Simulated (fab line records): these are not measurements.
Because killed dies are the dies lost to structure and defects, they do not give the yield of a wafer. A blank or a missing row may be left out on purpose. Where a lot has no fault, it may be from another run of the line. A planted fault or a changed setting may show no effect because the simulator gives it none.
fab line records	flow sky130
[record] lots = 5	wafers = 15	lastDay = 50
route steps=708 shown CONTACT@424 METAL1@434 PAD_OPEN@708
lots with no fault: from the same line, run without faults
startH: the number of hours between the record's first day and the start of the first shown wafer of the lot	waitH: hours elapsed since this lot's preceding step	" repeats the value in the row above	L1.1+2: one row covering several wafers at once	- no value, or no start was given	* or withheld: withheld	< > ~ a bound
route shown NAME@n: names a module that has steps shown in the file, with the first one's number in the route	usual: mean and standard deviation over wafers with no fault	same: alike in all rows	chamber/n: place in a boat	sites: readings site by site	_std_site: standard deviation across them	_edge_site: mean of outer sites minus mean of inner sites	radiusMm: for every site, how far away it sits from the centre of the wafer	mask NAME#n: copy n	behind: the last tool/chamber to shape the wafer	hold: why the lot was held/for how many hours/how that ended	device: names the non-switching transistor (n, p or np)	end of line: the route-end tests of the same wafers	for a step that has no rows: nothing shown but its recipe	killed: dies lost to structure and defects at the first sort, not the wafer's yield	map: per-die view of a wafer (x killed, . not killed, _ where there is no die)
set.NAME: setting as actually run; set.NAME@STEP: the setting as run at that earlier step	model.NAME: the simulator's own value behind a step, which no gauge read
lots at some steps of the route; a table a step, a row a wafer
services: a tool's chamber out of use, with start hour (startH, from the record's first day; less than 0 if before it), hours out, and reason
[[steps]]
[step SKY_CONTACT_ETCH_18]
[recipe] target = Si3N4	chemistry = CHF3/O2	stopOn = TiN	sourceW = 600	biasW = 200	pressureMtorr = 40	chf3FlowSccm = 50	O2_flow_sccm = 5	timeS = 39	targetDepthA = 750
[step SKY_CONTACT_STRIP_19]
[recipe] chemistry = O2/N2	powerW = 1400	pressureMtorr = 1500	platenTempC = withheld	o2FlowSccm = 3000	n2FlowSccm = 300	overashFraction = 0.5
[usual] chamberPressureMTorr = 1500.1/1.5	drypumpMotorCurrentA = 5.7/0.43	n2FlowSccm = 299.9/0.94	oesProductAu = 0.380/0.0045	stripTimeToEndpointS = 3.62/0.038
lot.wafer	tool	chamber	startH	waitH	chamberPressureMTorr	drypumpMotorCurrentA	n2FlowSccm	oesProductAu	rfHoursCounterH	stripTimeToEndpointS
L924.2	plasmaAsher-02	0	766.80	-	1501.4	5.8	299.4	0.372	93	3.65
L924.4	"	1	"	"	1500.3	5.5	299.9	0.375	-	3.60
L924.6	"	1	"	"	1505.2	5.4	299.1	0.377	-	3.61
L926.2	plasmaAsher-03	0	795.01	-	1502.0	5.9	298.4	0.380	70	3.63
L926.4	"	1	"	"	1499.4	6.5	302.3	0.374	-	3.66
L926.5	"	0	"	"	1500.7	5.9	300.5	0.383	-	3.61
L935.1	plasmaAsher-02	0	856.36	-	1499.8	5.9	300.0	0.381	102	3.62
L935.4	"	0	"	"	1499.8	5.9	299.8	0.381	-	3.66
L935.6	"	0	"	"	1498.6	5.9	299.9	0.371	-	3.65
L939.4	plasmaAsher-02	0	886.69	-	1500.2	5.8	299.7	0.370	-	3.60
L939.5	"	1	"	"	1501.1	5.4	298.8	0.382	-	3.59
L939.6	"	0	"	"	1501.2	5.8	298.8	0.380	-	3.65
L942.2	plasmaAsher-03	0	921.41	-	1500.4	5.9	299.7	0.379	83	3.59
L942.4	"	1	"	"	1502.2	6.5	300.8	0.382	-	3.57
L942.6	"	0	"	"	1499.5	5.9	298.8	0.385	-	3.60
[step SKY_CONTACT_STRIP_20]
[recipe] chemistry = postEtchResidueRemover	timeS = 1200	tempC = 72.5
[step SKY_CONTACT_CLEAN_21]
[recipe] chemistry = IPA	timeS = 180	tempC = 25
[step SKY_CONTACT_CLEAN_22]
[recipe] chemistry = O3/DIW	dry = n2Spin
[step SKY_CONTACT_SPUTTER_23]
[recipe] material = TiN	targetThkNm = 20	chamberPressurePa = 5	powerW = 4000	timeS = 80
[step SKY_CONTACT_CVD_24]
[recipe] material = W	targetThkNm = 340	timeS = 102.12	tempC = 400	pressureTorr = 40
[usual] heaterPowerW = 892/44
lot.wafer	tool	chamber	startH	waitH	heaterPowerW	sinceWetCleanH
L924.2	cvdW-02	0	767.49	0.0	964	864
L924.4	"	0	"	"	958	-
L924.6	"	1	"	"	854	-
L926.2	cvdW-02	0	795.67	0.0	947	892
L926.4	"	0	"	"	940	-
L926.5	"	1	"	"	834	-
L935.1	cvdW-01	1	857.04	0.0	899	453
L935.4	"	0	"	"	878	-
L935.6	"	1	"	"	914	-
L939.4	cvdW-02	1	887.35	0.1	850	-
L939.5	"	1	"	"	856	-
L939.6	"	0	"	"	963	-
L942.2	cvdW-02	1	922.06	0.0	858	4
L942.4	"	1	"	"	875	-
L942.6	"	1	"	"	843	-
[step SKY_CONTACT_RS_MEAS_25]
[recipe] thkMeasGauge = four-point-probe	reads = W_of_CONTACT_CVD_24+TiN_of_CONTACT_SPUTTER_23
[usual] CONTACT_W_RS = 0.342/0.0055
lot.wafer	tool	chamber	startH	waitH	CONTACT_W_RS[ohm/sq]
L924.2	filmMetro-01	-	767.62	0.1	0.339
L924.4	"	-	"	"	0.345
L924.6	"	-	"	"	0.338
L926.2	filmMetro-01	-	795.80	0.1	0.343
L926.4	"	-	"	"	0.344
L926.5	"	-	"	"	0.339
L935.1	filmMetro-01	-	857.15	0.1	0.352
L935.4	"	-	"	"	0.333
L935.6	"	-	"	"	0.344
L939.4	filmMetro-02	-	887.48	0.1	0.344
L939.5	"	-	"	"	0.342
L939.6	"	-	"	"	0.348
L942.2	filmMetro-02	-	922.19	0.1	0.338
L942.4	"	-	"	"	0.338
L942.6	"	-	"	"	0.340
[step SKY_CONTACT_THK_MEAS_26]
[recipe] thkMeasGauge = xrf	reads = W_of_CONTACT_CVD_24
[usual] CONTACT_W_THK = 341/6.3
lot.wafer	tool	chamber	startH	waitH	CONTACT_W_THK[nm]
L924.2	filmMetro-01	-	767.73	0.1	344
L924.4	"	-	"	"	337
L924.6	"	-	"	"	348
L926.2	filmMetro-01	-	795.91	0.1	344
L926.4	"	-	"	"	344
L926.5	"	-	"	"	347
L935.1	filmMetro-01	-	857.27	0.1	337
L935.4	"	-	"	"	356
L935.6	"	-	"	"	343
L939.4	filmMetro-02	-	887.57	0.1	338
L939.5	"	-	"	"	341
L939.6	"	-	"	"	335
L942.2	filmMetro-02	-	922.30	0.1	345
L942.4	"	-	"	"	346
L942.6	"	-	"	"	343
[step SKY_CONTACT_CMP_27]
[recipe] stopOn = SiO2	tOverpolishS = 15	downForcePsi = 3.5	platenRpm = 60	targetThkNm = 0	padVelocityMS = 0.94248
[step SKY_METAL1_SPUTTER_00]
[recipe] material = Ti	targetThkNm = 15	powerW = 3000	timeS = 10	chamberPressurePa = 0.4
[usual] chamberPressurePa = 0.3999/0.00084	throttleValvePct = 29.7/1
lot.wafer	tool	chamber	startH	waitH	chamberPressurePa	throttleValvePct
L924.2	pvdSputter-02	-	768.08	0.2	0.4001	29.1
L924.4	"	-	"	"	0.3998	29.2
L924.6	"	-	"	"	0.3991	28.6
L926.2	pvdSputter-03	-	796.26	0.2	0.4003	29.4
L926.4	"	-	"	"	0.4017	28.3
L926.5	"	-	"	"	0.3991	29.7
L935.1	pvdSputter-03	-	857.96	0.1	0.3986	28.3
L935.4	"	-	"	"	0.3994	29.6
L935.6	"	-	"	"	0.3987	31.2
L939.4	pvdSputter-02	-	887.90	0.1	0.3993	28.1
L939.5	"	-	"	"	0.4005	29.3
L939.6	"	-	"	"	0.4000	29.2
L942.2	pvdSputter-02	-	922.65	0.2	0.3995	29.1
L942.4	"	-	"	"	0.4000	29.3
L942.6	"	-	"	"	0.4001	29.4
[step SKY_METAL1_SPUTTER_01]
[recipe] material = TiN	targetThkNm = 20	powerW = 6500	timeS = 16.7	chamberPressurePa = 0.4
[step SKY_METAL1_SPUTTER_02]
[recipe] material = AlCu	targetThkNm = 250	powerW = 10600	timeS = 13.3	chamberPressurePa = 0.4
[usual] chamberPressurePa = 0.4000/0.00073	throttleValvePct = 29.6/1
lot.wafer	tool	chamber	startH	waitH	chamberPressurePa	throttleValvePct	model.AlCu_of_METAL1_SPUTTER_02.thkNm
L924.2	pvdSputter-02	-	768.13	0.0	0.4001	29.3	249.6
L924.4	"	-	"	"	0.4011	29.0	247.5
L924.6	"	-	"	"	0.4011	28.3	246.1
L926.2	pvdSputter-03	-	796.30	0.0	0.4010	29.7	246.5
L926.4	"	-	"	"	0.4001	28.1	249.5
L926.5	"	-	"	"	0.4005	29.9	247.7
L935.1	pvdSputter-03	-	858.01	0.0	0.4015	28.1	178.5
L935.4	"	-	"	"	0.4016	29.7	245.2
L935.6	"	-	"	"	0.4005	31.1	248.1
L939.4	pvdSputter-02	-	887.95	0.0	0.4001	28.1	253.2
L939.5	"	-	"	"	0.4008	29.1	253.3
L939.6	"	-	"	"	0.4002	29.0	252.5
L942.2	pvdSputter-02	-	922.70	0.0	0.3994	29.3	249.2
L942.4	"	-	"	"	0.4006	29.4	251
L942.6	"	-	"	"	0.4003	29.3	250
[step SKY_METAL1_SPUTTER_03]
[recipe] material = Ti	targetThkNm = 5	powerW = 3000	timeS = 3.3	chamberPressurePa = 0.4
[step SKY_METAL1_SPUTTER_04]
[recipe] material = TiN	targetThkNm = 70	powerW = 6500	timeS = 58.3	chamberPressurePa = 0.4
[step SKY_METAL1_RS_MEAS_05]
[recipe] thkMeasGauge = four-point-probe	reads = TiN_of_METAL1_SPUTTER_04+Ti_of_METAL1_SPUTTER_03+AlCu_of_METAL1_SPUTTER_02+TiN_of_METAL1_SPUTTER_01+Ti_of_METAL1_SPUTTER_00
[usual] METAL1_ALCU_RS = 0.1268/0.0013
lot.wafer	tool	chamber	startH	waitH	METAL1_ALCU_RS[ohm/sq]
L924.2	filmMetro-03	-	768.24	0.0	0.1270
L924.4	"	-	"	"	0.1281
L924.6	"	-	"	"	0.1288
L926.2	filmMetro-02	-	796.42	0.0	0.1287
L926.4	"	-	"	"	0.1270
L926.5	"	-	"	"	0.1281
L935.1	filmMetro-04	-	858.10	0.0	0.1801
L935.4	"	-	"	"	0.1292
L935.6	"	-	"	"	0.1278
L939.4	filmMetro-02	-	888.10	0.1	0.1252
L939.5	"	-	"	"	0.1254
L939.6	"	-	"	"	0.1254
L942.2	filmMetro-02	-	922.81	0.0	0.1276
L942.4	"	-	"	"	0.1263
L942.6	"	-	"	"	0.1268
[step SKY_METAL1_THK_MEAS_06]
[recipe] thkMeasGauge = xrf	reads = AlCu_of_METAL1_SPUTTER_02
[usual] METAL1_ALCU_THK = 251.7/2.6
lot.wafer	tool	chamber	startH	waitH	METAL1_ALCU_THK[nm]
L924.2	filmMetro-03	-	768.35	0.1	249.4
L924.4	"	-	"	"	247.8
L924.6	"	-	"	"	246.9
L926.2	filmMetro-02	-	796.53	0.1	248.8
L926.4	"	-	"	"	250.9
L926.5	"	-	"	"	250.0
L935.1	filmMetro-04	-	858.22	0.1	181.8
L935.4	"	-	"	"	249.9
L935.6	"	-	"	"	251.3
L939.4	filmMetro-02	-	888.19	0.1	253.5
L939.5	"	-	"	"	254.1
L939.6	"	-	"	"	252.8
L942.2	filmMetro-02	-	922.92	0.1	252.0
L942.4	"	-	"	"	253.3
L942.6	"	-	"	"	254.6
[step SKY_METAL1_DEHYDRATE_07]
[recipe] tempC = 200	timeS = 60
[step SKY_METAL1_HMDS_08]
[recipe] primeTimeS = 60	primeTempC = 120
[step SKY_METAL1_COAT_09]
[recipe] resist = BARC	tempC = withheld	timeS = withheld	spinRpm = 3000	resistThkNm = 60
[step SKY_METAL1_COAT_10]
[recipe] resist = KrF-thick	spinRpm = 3000	resistThkNm = 450
[step SKY_METAL1_SOFTBAKE_11]
[recipe] tempC = 100	timeS = 90	resist = KrF-thick
[step SKY_METAL1_EXPOSE_12]
[recipe] maskId = MM1	na = 0.8	sourceShape = annular	sigmaInner = 0.55	sigmaOuter = 0.85	targetCdNm = 140	doseMj = 28
[step SKY_METAL1_PEB_13]
[recipe] pebTempC = withheld	pebTimeS = withheld	resist = KrF-thick
[step SKY_METAL1_DEVELOP_14]
[recipe] developTimeS = 60	resist = KrF-thick	devTempC = 21
[step SKY_METAL1_CD_MEAS_15]
[recipe] targetCdNm = 140
[usual] cdNm = 140.2/1.4
lot.wafer	tool	chamber	startH	waitH	cdNm
L924.2	cdSem-02	-	795.34	-	142.8
L924.4	"	-	"	"	141.7
L924.6	"	-	"	"	142.9
L926.2	cdSem-02	-	823.04	-	139.8
L926.4	"	-	"	"	139.1
L926.5	"	-	"	"	138.5
L935.1	cdSem-02	-	884.08	-	141.5
L935.4	"	-	"	"	140.4
L935.6	"	-	"	"	141.8
L939.4	cdSem-01	-	913.83	-	140.4
L939.5	"	-	"	"	139.9
L939.6	"	-	"	"	142.5
L942.2	cdSem-02	-	947.84	-	142.0
L942.4	"	-	"	"	140.0
L942.6	"	-	"	"	140.1
[step SKY_METAL1_OVL_MEAS_16]
[usual] METAL1_OVL = -1/6.1
lot.wafer	tool	chamber	startH	waitH	METAL1_OVL[nm]
L924.2	overlay-02	-	795.45	0.1	0
L924.4	"	-	"	"	-4
L924.6	"	-	"	"	6
L926.2	overlay-02	-	823.15	0.1	-10
L926.4	"	-	"	"	-7
L926.5	"	-	"	"	-13
L935.1	overlay-01	-	884.20	0.1	7
L935.4	"	-	"	"	3
L935.6	"	-	"	"	3
L939.4	overlay-02	-	913.91	0.1	2
L939.5	"	-	"	"	-9
L939.6	"	-	"	"	-12
L942.2	overlay-01	-	947.95	0.1	13
L942.4	"	-	"	"	9
L942.6	"	-	"	"	4
[step SKY_METAL1_DESCUM_17]
[recipe] chemistry = O2	sourcePowerW = 150	biasPowerW = 0	pressureMtorr = 10	tempC = 40	timeS = 8
[usual] chamberPressureMTorr = 10.000/0.01	drypumpMotorCurrentA = 5.8/0.37	oesProductAu = 0.996/0.016
lot.wafer	tool	chamber	startH	waitH	chamberPressureMTorr	drypumpMotorCurrentA	oesProductAu	rfHoursCounterH
L924.2	rieMetal-04	0	795.48	0.0	10.007	6.2	1.005	5
L924.4	"	1	"	"	10.006	6.4	0.970	-
L924.6	"	0	"	"	9.996	6.1	1.001	-
L926.2	rieMetal-03	1	823.19	0.0	10.022	5.4	0.991	-
L926.4	"	1	"	"	9.986	5.4	0.988	-
L926.5	"	1	"	"	9.996	5.5	0.992	-
L935.1	rieMetal-04	1	884.24	0.0	10.003	6.4	0.978	12
L935.4	"	0	"	"	10.001	6.1	1.008	-
L935.6	"	0	"	"	10.008	6.1	1.008	-
L939.4	rieMetal-03	0	913.96	0.0	9.994	5.5	1.002	-
L939.5	"	0	"	"	9.990	5.5	1.003	-
L939.6	"	0	"	"	10.005	5.5	0.994	-
L942.2	rieMetal-03	1	947.98	0.0	10.001	5.4	0.993	12
L942.4	"	1	"	"	10.003	5.4	0.990	-
L942.6	"	0	"	"	10.011	5.4	1.000	-
[step SKY_METAL1_ETCH_18]
[recipe] chemistry = N2/H2	target = BARC	ionEnergyEv = 200	biasW = 100	pressureMtorr = 30	n2FlowSccm = 100	h2FlowSccm = 200	icpW = 500	stopOn = SiO2	timeS = 45.9	targetDepthA = 600
[usual] chamberPressureMTorr = 30.001/0.028	drypumpMotorCurrentA = 5.8/0.37	n2FlowSccm = 100.0/0.31	oesProductAu = 0.856/0.0051	throttleValvePct = 13.224/0.0091
lot.wafer	tool	chamber	startH	waitH	chamberPressureMTorr	drypumpMotorCurrentA	n2FlowSccm	oesProductAu	rfHoursCounterH	throttleValvePct
L924.2	rieMetal-04	0	795.51	0.0	29.998	6.1	100.2	0.853	5	13.213
L924.4	"	1	"	"	29.992	6.4	100.1	0.852	-	13.202
L924.6	"	0	"	"	29.999	6.1	100.0	0.854	-	13.215
L926.2	rieMetal-03	1	823.26	0.1	30.029	5.4	100.2	0.851	-	13.206
L926.4	"	1	"	"	29.973	5.4	99.5	0.850	-	13.229
L926.5	"	1	"	"	29.964	5.4	99.6	0.851	-	13.229
L935.1	rieMetal-04	1	884.27	0.0	30.009	6.4	99.5	0.856	12	13.221
L935.4	"	0	"	"	30.051	6.2	100.4	0.857	-	13.215
L935.6	"	0	"	"	30.015	6.2	100.5	0.857	-	13.221
L939.4	rieMetal-03	0	914.06	0.1	29.997	5.4	100.5	0.861	-	13.207
L939.5	"	0	"	"	29.983	5.5	100.1	0.863	-	13.232
L939.6	"	0	"	"	30.002	5.4	100.7	0.866	-	13.221
L942.2	rieMetal-03	1	948.01	0.0	30.069	5.4	100.1	0.848	12	13.234
L942.4	"	1	"	"	29.999	5.4	100.1	0.853	-	13.229
L942.6	"	0	"	"	30.020	5.5	99.8	0.850	-	13.213
[step SKY_METAL1_METAL_ETCH_19]
[recipe] targetDepthA = 3600	stopOn = SiO2	overEtchFrac = 0.3	timeS = 79.16	chemistry = Cl2/BCl3	resistSidewallDeg = 88	pressureMtorr = 10	icpW = 900	biasW = 48.5	Cl2_flow_sccm = 60	bcl3FlowSccm = 30
[usual] chamberPressureMTorr = 10.001/0.0077	drypumpMotorCurrentA = 5.8/0.37	oesProductAu = 0.851/0.0059	throttleValvePct = 22.264/0.0093
[same] overEtchFrac = 0.3
lot.wafer	tool	chamber	startH	waitH	chamberPressureMTorr	drypumpMotorCurrentA	oesProductAu	rfHoursCounterH	throttleValvePct
L924.2	rieMetal-04	0	795.57	0.0	10.016	6.1	0.857	5	22.271
L924.4	"	1	"	"	9.996	6.4	0.857	-	22.252
L924.6	"	0	"	"	9.997	6.1	0.847	-	22.271
L926.2	rieMetal-03	1	823.40	0.1	10.000	5.4	0.832	-	22.253
L926.4	"	1	"	"	10.006	5.4	0.851	-	22.262
L926.5	"	1	"	"	10.004	5.4	0.842	-	22.265
L935.1	rieMetal-04	1	884.33	0.0	9.987	6.4	0.786	12	22.265
L935.4	"	0	"	"	10.006	6.2	0.846	-	22.278
L935.6	"	0	"	"	10.016	6.1	0.854	-	22.246
L939.4	rieMetal-03	0	914.21	0.1	10.002	5.5	0.855	-	22.274
L939.5	"	0	"	"	9.991	5.5	0.850	-	22.267
L939.6	"	0	"	"	9.996	5.4	0.862	-	22.272
L942.2	rieMetal-03	1	948.08	0.0	9.998	5.4	0.842	12	22.255
L942.4	"	1	"	"	10.011	5.4	0.849	-	22.270
L942.6	"	0	"	"	9.981	5.4	0.850	-	22.277
[step SKY_METAL1_STRIP_20]
[recipe] chemistry = O2/N2	powerW = 1400	pressureMtorr = 1500	platenTempC = withheld	o2FlowSccm = 3000	n2FlowSccm = 300	overashFraction = 0.5
[step SKY_PAD_OPEN_PROBE_99]
[usual] defectLimitedYield = 82.5/1.9	killed_at_M0_to_M3 = 42/6.9	killed_at_M4_up = 3.2/1.7	killedAtContacts = 25/5.1	killedAtFrontEnd = 15/4.5	killedAtOther = 0.4/0.63	killedDies = 86/9.3	killedOpen = 46/7	killedShort = 39/6.9	sort_bin_3_pad_short = 0.9/0.45	sort_bin_5_function = 10.4/1.5	sort_bin_6_memory = 6.3/1.1	sortNPass = 406/9.3	sortYieldPct = 82.5/1.9
[same] grossDies = 492	killedAtBackSide = 0	sort_bin_4_leakage[%] = 0	sort_bin_8_speed[%] = 0
lot.wafer	tool	chamber	startH	waitH	defectLimitedYield[%]	killed_at_M0_to_M3	killed_at_M4_up	killedAtContacts	killedAtFrontEnd	killedAtOther	killedDies	killedOpen	killedShort	sort_bin_3_pad_short[%]	sort_bin_5_function[%]	sort_bin_6_memory[%]	sortNPass	sortYieldPct[%]	model.etest.met1.lineOhmUm	model.etest.met1.rsOhmSq
L924.2	prober-01	-	1103.03	0.1	82.5	36	1	25	23	1	86	50	35	1.6	11.0	4.9	406	82.5	0.9023	0.1284
L924.4	prober-01	-	1103.13	0.2	80.5	40	2	33	20	1	96	61	33	0.6	11.2	7.7	396	80.5	0.9036	0.1294
L924.6	prober-01	-	1103.23	0.2	80.1	47	2	26	22	1	98	54	42	1.0	13.4	5.5	394	80.1	0.9341	0.1307
L926.2	prober-01	-	1123.83	0.1	82.7	40	2	30	13	0	85	52	33	1.0	9.8	6.5	407	82.7	0.9402	0.1309
L926.4	prober-01	-	1123.93	0.2	77.4	54	5	27	23	2	111	51	58	1.0	12.6	8.9	381	77.4	0.9279	0.1293
L926.5	prober-01	-	1123.98	0.2	83.3	36	6	23	16	1	82	46	35	1.0	9.3	6.3	410	83.3	0.9317	0.1303
L935.1	prober-01	-	1168.16	0.1	81.9	39	1	30	19	0	89	47	42	1.2	8.9	7.9	403	81.9	1.301	0.1824
L935.4	prober-01	-	1168.31	0.2	83.3	41	1	27	13	0	82	50	31	0.8	10.4	5.5	410	83.3	0.9621	0.1304
L935.6	prober-01	-	1168.41	0.2	82.7	32	1	23	29	0	85	50	35	0.4	10.6	6.3	407	82.7	0.9411	0.1302
L939.4	prober-01	-	1187.30	0.2	85.2	43	0	15	15	0	73	44	29	0.4	9.1	5.3	419	85.2	0.9016	0.1262
L939.5	prober-01	-	1187.35	0.2	82.1	46	3	29	10	0	88	48	40	0.8	9.8	7.3	404	82.1	0.8931	0.1268
L939.6	prober-01	-	1187.40	0.2	79.9	45	3	35	16	0	99	58	41	1.0	12.2	6.9	393	79.9	0.8838	0.1269
L942.2	prober-01	-	1208.08	0.1	81.3	47	2	30	13	0	92	53	39	1.4	11.0	6.3	400	81.3	0.9046	0.1283
L942.4	prober-01	-	1208.18	0.2	82.7	46	4	28	7	0	85	40	45	1.6	9.3	6.3	407	82.7	0.8948	0.128
L942.6	prober-01	-	1208.28	0.2	80.5	45	2	27	22	0	96	48	48	1.2	12.4	5.9	396	80.5	0.9266	0.1293
// killed by level:class
L924.2 LI_CONTACT:geometricParticle:open=9 VIA3:geometricParticle:open=8 VIA2:geometricParticle:open=7 CONTACT:geometricParticle:open=7 POLY_GATE:geometricParticle:short=6 CONTACT:geometricParticle:short=5 POLY_GATE:geometricParticle:open=4 VIA1:geometricParticle:open=4
L924.4 CONTACT:geometricParticle:open=15 VIA3:geometricParticle:open=12 LI_CONTACT:geometricParticle:open=11 VIA1:geometricParticle:open=7 FIELD_ISO:geometricParticle:open=4 VIA1:geometricParticle:short=4 METAL2:geometricParticle:short=4 VIA2:geometricParticle:short=4
L924.6 VIA1:geometricParticle:open=10 CONTACT:geometricParticle:short=9 VIA3:geometricParticle:open=9 LI_CONTACT:geometricParticle:open=8 CONTACT:geometricParticle:open=7 POLY_GATE:geometricParticle:short=6 METAL3:geometricParticle:short=6 FIELD_ISO:geometricParticle:open=4
L926.2 VIA1:geometricParticle:open=14 CONTACT:geometricParticle:open=12 LI_CONTACT:geometricParticle:open=9 METAL1:geometricParticle:short=7 CONTACT:geometricParticle:short=6 FIELD_ISO:geometricParticle:short=3 FIELD_ISO:geometricParticle:open=3 POLY_GATE:geometricParticle:open=3
L926.4 VIA1:geometricParticle:open=11 LI_CONTACT:geometricParticle:open=10 FIELD_ISO:geometricParticle:short=7 METAL1:geometricParticle:short=7 VIA1:geometricParticle:short=7 METAL2:geometricParticle:short=7 VIA2:geometricParticle:open=7 CONTACT:geometricParticle:open=6
L926.5 CONTACT:geometricParticle:open=11 VIA1:geometricParticle:open=8 VIA3:geometricParticle:open=7 LI_CONTACT:geometricParticle:open=5 VIA1:geometricParticle:short=5 LI_CONTACT:geometricParticle:short=4 METAL3:geometricParticle:short=4 METAL4:geometricParticle:short=4
L935.1 CONTACT:geometricParticle:open=15 FIELD_ISO:geometricParticle:short=10 LI_CONTACT:geometricParticle:open=6 VIA1:geometricParticle:short=6 VIA1:geometricParticle:open=6 VIA2:geometricParticle:open=6 METAL3:geometricParticle:short=5 VIA3:geometricParticle:short=5
L935.4 CONTACT:geometricParticle:open=13 VIA1:geometricParticle:open=10 VIA2:geometricParticle:open=8 LI_CONTACT:geometricParticle:open=7 FIELD_ISO:geometricParticle:short=5 VIA1:geometricParticle:short=5 FIELD_ISO:geometricParticle:open=4 VIA3:geometricParticle:short=4
L935.6 FIELD_ISO:geometricParticle:open=11 VIA2:geometricParticle:open=10 VIA1:geometricParticle:open=9 POLY_GATE:geometricParticle:short=7 LI_CONTACT:geometricParticle:open=7 CONTACT:geometricParticle:open=6 POLY_GATE:geometricParticle:open=5 CONTACT:geometricParticle:short=5
L939.4 VIA2:geometricParticle:open=9 POLY_GATE:geometricParticle:open=8 VIA1:geometricParticle:open=7 VIA1:geometricParticle:short=6 CONTACT:geometricParticle:open=6 VIA3:geometricParticle:open=5 LI_CONTACT:geometricParticle:open=4 METAL2:geometricParticle:short=4
L939.5 VIA1:geometricParticle:open=12 METAL2:geometricParticle:short=8 LI_CONTACT:geometricParticle:open=7 CONTACT:geometricParticle:open=7 CONTACT:geometricParticle:short=7 VIA2:geometricParticle:open=6 VIA3:geometricParticle:open=6 METAL1:geometricParticle:short=5
L939.6 CONTACT:geometricParticle:open=15 VIA1:geometricParticle:open=15 LI_CONTACT:geometricParticle:open=7 FIELD_ISO:geometricParticle:short=6 CONTACT:geometricParticle:short=6 VIA3:geometricParticle:open=6 VIA2:geometricParticle:open=5 FIELD_ISO:geometricParticle:open=4
L942.2 VIA1:geometricParticle:open=15 CONTACT:geometricParticle:short=9 CONTACT:geometricParticle:open=8 METAL1:geometricParticle:short=8 LI_CONTACT:geometricParticle:open=7 VIA3:geometricParticle:open=6 VIA2:geometricParticle:open=4 POLY_GATE:geometricParticle:open=3
L942.4 VIA1:geometricParticle:open=12 LI_CONTACT:geometricParticle:open=7 CONTACT:geometricParticle:short=6 METAL1:geometricParticle:short=6 CONTACT:geometricParticle:open=6 LOCAL_INTERCONNECT:geometricParticle:short=6 VIA1:geometricParticle:short=6 METAL2:geometricParticle:short=6
L942.6 VIA1:geometricParticle:open=11 LOCAL_INTERCONNECT:geometricParticle:short=8 LI_CONTACT:geometricParticle:open=7 CONTACT:geometricParticle:short=7 METAL1:geometricParticle:short=7 POLY_GATE:geometricParticle:short=6 VIA3:geometricParticle:open=6 CONTACT:geometricParticle:open=5
[[services]]
tool	chamber	startH	hours	kind
pvdSputter-02	-	760.52	4.8	repair
pvdSputter-02	2	786.30	-	consumableReplace:kit
pvdSputter-02	2	786.30	18.0	scheduledDown
pvdSputter-02	2	786.30	18.0	ventCycle
rieMetal-03	0	812.04	-	clean
rieMetal-03	0	812.04	32.1	scheduledDown
rieMetal-03	0	812.04	32.1	ventCycle
plasmaAsher-02	-	812.74	3.3	repair
cvdW-02	1	832.08	2.5	repair
cvdW-01	-	841.19	0.8	repair
rieMetal-03	-	844.26	0.6	repair
rieMetal-04	1	866.54	3.6	repair
cvdW-01	0	879.17	3.1	repair
cvdW-02	-	890.65	6.0	pm
rieMetal-04	1	891.65	6.7	repair
pvdSputter-03	-	893.67	2.5	repair
rieMetal-03	1	894.15	19.9	repair
cvdW-02	-	904.00	14.0	pm
plasmaAsher-03	-	911.56	3.2	repair
cvdW-01	-	918.00	6.9	pm
pvdSputter-02	1	925.89	-	consumableReplace:kit
pvdSputter-02	1	925.89	18.0	scheduledDown
plasmaAsher-02	-	929.95	3.3	repair
cvdW-02	1	943.79	13.4	repair
[[key]]
[firstSign] step = SKY_METAL1_RS_MEAS_05	reading = METAL1_ALCU_RS	direction = up	sigmas = 42	usual = 0.1268	struck = 0.1801
[effect] step = SKY_METAL1_THK_MEAS_06	reading = METAL1_ALCU_THK	direction = down	sigmas = 27	usual = 251.7	struck = 181.8
[effect] step = SKY_METAL1_METAL_ETCH_19	reading = oesProductAu	direction = down	sigmas = 11	usual = 0.851	struck = 0.786
[modelEffect] step = SKY_METAL1_SPUTTER_02	value = AlCu_of_METAL1_SPUTTER_02.thkNm	without = 246.9	struck = 178.5
[modelEffect] step = SKY_PAD_OPEN_PROBE_99	value = etest.met1.lineOhmUm	without = 0.9271	struck = 1.301
metAt SKY_METAL1_SPUTTER_02
struckWafers L935.1
onsetBetween 796.30 858.01
[fault] kind = processParameterDrift	tool = pvdSputter-03	chamber = -	onsetH = 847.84	steps = SKY_METAL1_SPUTTER_02	channel = targetThkNm	offset = -68.446	shape = step	endH = 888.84	actsIn = theseRecipesOnly	stated = 250	scope = struckWafersOnly
